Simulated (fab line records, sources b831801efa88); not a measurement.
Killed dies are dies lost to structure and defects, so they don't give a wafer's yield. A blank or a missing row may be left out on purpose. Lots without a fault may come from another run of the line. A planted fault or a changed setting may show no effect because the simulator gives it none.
Which tool did it? | flow sky130 | 13 lots, 39 wafers sampled, at 5 steps of a route of 708

WHAT THE GAUGES READ, wafer by wafer
SKY_NWELL_RS_MEAS_31: measures by four-point-probe. Usual: PWDE_RS 5279 ohm/sq, standard deviation 18.
lot  | measured     | on            | PWDE_RS (ohm/sq) | flag
L970 | day 5 09:25  | film_metro-03 | 5260 5230 5264   |
L971 | day 5 12:46  | film_metro-03 | 5254 5261 5266   |
L973 | day 6 00:34  | film_metro-02 | 5229 5239 5264   |
L974 | day 6 09:58  | film_metro-02 | 5265 5265 5250   |
L975 | day 6 11:32  | film_metro-01 | 5279 5270 5280   |
L977 | day 7 03:52  | film_metro-02 | 5266 5274 5292   |
L978 | day 7 12:13  | film_metro-01 | 5306 5298 5304   |
L980 | day 7 19:19  | film_metro-03 | 5265 5264 5271   |
L982 | day 8 14:29  | film_metro-01 | 5282 5278 5284   |
L989 | day 10 04:25 | film_metro-01 | 5265 5288 5294   |
L990 | day 10 08:23 | film_metro-01 | 5290 5282 5305   |
L991 | day 10 12:46 | film_metro-01 | 5267 5261 5267   |
L993 | day 11 01:11 | film_metro-02 | 5276 5288 5284   |

SKY_VT_ADJUST_NCORE_CD_MEAS_07: target cd 380 nm. Usual: cd_nm 380.0 nm, standard deviation 2.1.
lot  | measured     | on        | cd_nm (nm)        | flag
L970 | day 8 14:23  | cd_sem-02 | 381.4 381.6 382.3 |
L971 | day 8 16:21  | cd_sem-01 | 383.6 381.4 380.2 |
L973 | day 9 09:44  | cd_sem-01 | 381.4 377.8 380.7 |
L974 | day 9 15:11  | cd_sem-01 | 381.6 378.2 380.0 |
L975 | day 10 03:03 | cd_sem-01 | 379.2 381.1 379.5 |
L977 | day 10 12:17 | cd_sem-01 | 379.0 375.7 378.1 |
L978 | day 11 02:50 | cd_sem-02 | 376.8 376.8 375.8 |
L980 | day 11 08:14 | cd_sem-02 | 379.8 381.1 377.8 |
L982 | day 12 03:42 | cd_sem-02 | 378.0 380.1 382.1 |
L989 | day 14 00:44 | cd_sem-01 | 384.2 382.0 382.8 |
L990 | day 14 05:36 | cd_sem-01 | 383.8 382.3 382.7 |
L991 | day 14 12:20 | cd_sem-01 | 383.0 380.8 382.5 |
L993 | day 15 01:15 | cd_sem-02 | 376.8 375.9 376.0 |

SKY_GATE_OXIDE_TW_MEAS_14. Usual: GATE_OXIDE_TW 226.0, standard deviation 1.7.
lot  | measured     | on            | GATE_OXIDE_TW     | flag
L970 | day 13 19:34 | film_metro-03 | 223.7 224.7 224.5 |
L971 | day 13 20:29 | film_metro-02 | 225.7 227.9 226.6 |
L973 | day 14 15:28 | film_metro-01 | 227.4 228.1 227.5 |
L974 | day 15 00:52 | film_metro-01 | 226.1 226.4 226.5 |
L975 | day 15 12:04 | film_metro-03 | 224.2 224.9 223.4 |
L977 | day 16 00:07 | film_metro-02 | 226.0 227.0 225.9 |
L978 | day 16 20:09 | film_metro-03 | 226.8 225.3 226.3 |
L980 | day 17 01:25 | film_metro-02 | 229.4 229.4 227.9 |
L982 | day 17 22:49 | film_metro-03 | 225.1 224.7 225.0 |
L989 | day 20 09:52 | film_metro-01 | 195.9 198.6 197.7 | OFF
L990 | day 20 13:32 | film_metro-03 | 194.3 194.5 194.1 | OFF
L991 | day 20 23:49 | film_metro-03 | 224.5 223.2 224.2 |
L993 | day 21 18:47 | film_metro-02 | 227.8 228.7 227.0 |

SKY_POLY_GATE_OVL_MEAS_14. Usual: POLY_GATE_OVL -1 nm, standard deviation 5.7.
lot  | measured     | on         | POLY_GATE_OVL (nm) | flag
L970 | day 16 09:03 | overlay-02 | -4 -4 5            |
L971 | day 16 10:00 | overlay-02 | 12 1 4             |
L973 | day 17 04:51 | overlay-02 | -1 -8 -7           |
L974 | day 17 18:23 | overlay-02 | -10 -4 -3          |
L975 | day 18 01:54 | overlay-01 | -4 -3 -4           |
L977 | day 18 14:57 | overlay-01 | -9 -1 -9           |
L978 | day 19 22:23 | overlay-01 | 2 0 1              |
L980 | day 19 22:42 | overlay-01 | -7 3 -2            |
L982 | day 20 16:41 | overlay-02 | -6 9 15            |
L989 | day 23 04:41 | overlay-02 | 2 -8 -9            |
L990 | day 23 07:35 | overlay-02 | 0 -1 -2            |
L991 | day 23 18:17 | overlay-01 | 3 4 0              |
L993 | day 24 12:00 | overlay-01 | 4 8 2              |

WHICH TOOL RAN EACH LOT (tool, then ch and the chambers of the sampled wafers, then the start)
lot  | SKY_GATE_OXIDE_IMPLANT_11
L970 | implanter-01 ch 0, day 13 19:13
L971 | implanter-04 ch 0, day 13 20:08
L973 | implanter-02 ch 0, day 14 15:04
L974 | implanter-02 ch 0, day 15 00:31
L975 | implanter-04 ch 0, day 15 11:44
L977 | implanter-01 ch 0, day 15 23:45
L978 | implanter-02 ch 0, day 16 19:48
L980 | implanter-04 ch 0, day 17 00:58
L982 | implanter-01 ch 0, day 17 22:29
L989 | implanter-02 ch 0, day 20 09:31
L990 | implanter-02 ch 0, day 20 13:11
L991 | implanter-04 ch 0, day 20 23:27
L993 | implanter-01 ch 0, day 21 18:26
- SKY_GATE_OXIDE_IMPLANT_11

WHAT THE TOOLS THEMSELVES READ (means of the sampled wafers that have a number; where no wafer has one, the mark that the record gives instead)
SKY_GATE_OXIDE_IMPLANT_11. Usual: beam_energy_keV 10.000, standard deviation 0.0033; dose_ions_cm2 2.6e+12, standard deviation 3.3e+09; end_station_pressure_torr 5.04e-06 Torr, standard deviation 2.5e-07; faraday_current_uA 14.71, standard deviation 0.29.
lot  | tool         | beam_energy_keV | dose_ions_cm2 | end_station_pressure_torr (Torr) | faraday_current_uA | flag
L970 | implanter-01 | 10.002          | 2.6e+12       | 5.01e-06                         | 14.73              |
L971 | implanter-04 | 10.002          | 2.6e+12       | 4.92e-06                         | 14.64              |
L973 | implanter-02 | 9.999           | 2.6e+12       | 5.30e-06                         | 15.13              |
L974 | implanter-02 | 9.998           | 2.6e+12       | 5.06e-06                         | 14.80              |
L975 | implanter-04 | 10.003          | 2.6e+12       | 5.15e-06                         | 14.72              |
L977 | implanter-01 | 10.003          | 2.6e+12       | 4.95e-06                         | 14.71              |
L978 | implanter-02 | 10.002          | 2.6e+12       | 5.09e-06                         | 14.63              |
L980 | implanter-04 | 9.999           | 2.6e+12       | 5.28e-06                         | 14.74              |
L982 | implanter-01 | 9.996           | 2.6e+12       | 5.00e-06                         | 14.77              |
L989 | implanter-02 | 9.997           | 1.6e+12       | 4.72e-06                         | 8.90               | OFF
L990 | implanter-02 | 9.998           | 1.6e+12       | 5.17e-06                         | 8.83               | OFF
L991 | implanter-04 | 10.002          | 2.6e+12       | 5.21e-06                         | 14.56              |
L993 | implanter-01 | 9.999           | 2.6e+12       | 5.20e-06                         | 14.59              |

THE ANSWER, worked out from the rows above alone
Rule: a lot is off if the mean of its wafers that have a number lies more than 3 standard deviations from the usual mean. A lot without any number at a reading at which 4 lots or more have one is off too. The other lots that the step has rows for count as sound. The gauges are gone through in route order, then the tools' own readings, and for those a lot's mean is taken as printed above. The first step at which some lot is off is used, and at that step the reading that is off furthest; a lot without a number counts as furthest.
Off: L989, L990, at SKY_GATE_OXIDE_TW_MEAS_14 (GATE_OXIDE_TW).
A tool fits if, at a process step before that reading, it ran every lot that is off, and no sound lot after the first of them. The gauges at SKY_GATE_OXIDE_TW_MEAS_14 aren't tried: what is off there is off at SKY_GATE_OXIDE_IMPLANT_11 too, on other tools, and a gauge's error can't cause that. One fits: implanter-02 at SKY_GATE_OXIDE_IMPLANT_11. Its last sound lot is L978 (day 16 19:48), its first lot that is off L989 (day 20 09:31): a fault that began between those two fits.
The tool's own readings at SKY_GATE_OXIDE_IMPLANT_11 bear it out: on the lots that are off they differ by more than 5 times the standard deviation of the sound lots' means. dose_ions_cm2 reads 1.6e+12 there against 2.6e+12 on the sound lots; faraday_current_uA reads 8.87 there against 14.73 on the sound lots.

WHAT THE SIMULATOR HAD PUT IN
Process parameter drift: implanter-02, from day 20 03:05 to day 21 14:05, at SKY_GATE_OXIDE_IMPLANT_11. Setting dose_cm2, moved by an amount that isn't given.
Lots struck among those shown: L989, L990. The rule above found the same.
